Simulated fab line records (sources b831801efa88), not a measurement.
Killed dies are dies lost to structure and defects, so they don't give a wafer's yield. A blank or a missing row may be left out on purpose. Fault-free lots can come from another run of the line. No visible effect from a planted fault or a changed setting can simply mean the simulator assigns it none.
Which of the tools did it? + flow sky130 + 21 wafers from 7 lots sampled at 2 of the route's 708 steps

## WHAT THE GAUGES READ, wafer by wafer
SKY_VT_ADJUST_LVTN_TW_MEAS_21.
| lot  | measured     | on            | VT_ADJUST_LVTN_2_TW |
|------|--------------|---------------|---------------------|
| L377 | day 7 20:03  | film-metro-04 | 190.5 190.8 190.3   |
| L382 | day 9 07:08  | film-metro-02 | 185.2 184.0 184.9   |
| L385 | day 10 05:15 | film-metro-04 | 231.3 230.8 231.2   |
| L391 | day 12 00:11 | film-metro-04 | 191.6 192.3 192.8   |
| L394 | day 12 17:31 | film-metro-02 | 187.4 186.9 187.4   |
| L396 | day 13 11:29 | film-metro-02 | 185.3 186.8 184.8   |
| L399 | day 14 08:11 | film-metro-01 | 185.6 184.6 185.3   |

## TOOL THAT RAN EACH LOT (tool first, then ch and the chambers of the sampled wafers, then the start)
| lot  | SKY_VT_ADJUST_LVTN_IMPLANT_19   |
|------|---------------------------------|
| L377 | implanter-02 ch 0, day 7 19:49  |
| L382 | implanter-04 ch 0, day 9 06:53  |
| L385 | implanter-01 ch 0, day 10 04:41 |
| L391 | implanter-01 ch 0, day 11 23:56 |
| L394 | implanter-01 ch 0, day 12 17:17 |
| L396 | implanter-04 ch 0, day 13 11:14 |
| L399 | implanter-04 ch 0, day 14 07:56 |
- SKY_VT_ADJUST_LVTN_IMPLANT_19

## THE ANSWER, worked out from the rows above alone
Rule: the usual values come from the lots themselves. The widest of any qualifying gaps counts: lots, ordered by their means at a reading, are off when they make up no more than a third of the lots, leave a main group of 4 or more, and stand apart from it by 3 or more times the standard deviation of that group's means. A main group whose means are all the same, to the digits that the tables above print for the reading, isn't used. A lot without any number at a reading at which 4 lots or more have one is off too. All remaining lots with rows at the step are treated as sound.
Off: L385, at SKY_VT_ADJUST_LVTN_TW_MEAS_21 (VT_ADJUST_LVTN_2_TW). Mean 187.6 and standard deviation 2.8 in the main group.
A tool fits if, at a process step before that reading, it ran every lot that is off, and no sound lot after the first of them. Gauges at SKY_VT_ADJUST_LVTN_TW_MEAS_21: tried the same way as those tools. Of those tried, none fits.

## WHAT THE SIMULATOR PUT IN
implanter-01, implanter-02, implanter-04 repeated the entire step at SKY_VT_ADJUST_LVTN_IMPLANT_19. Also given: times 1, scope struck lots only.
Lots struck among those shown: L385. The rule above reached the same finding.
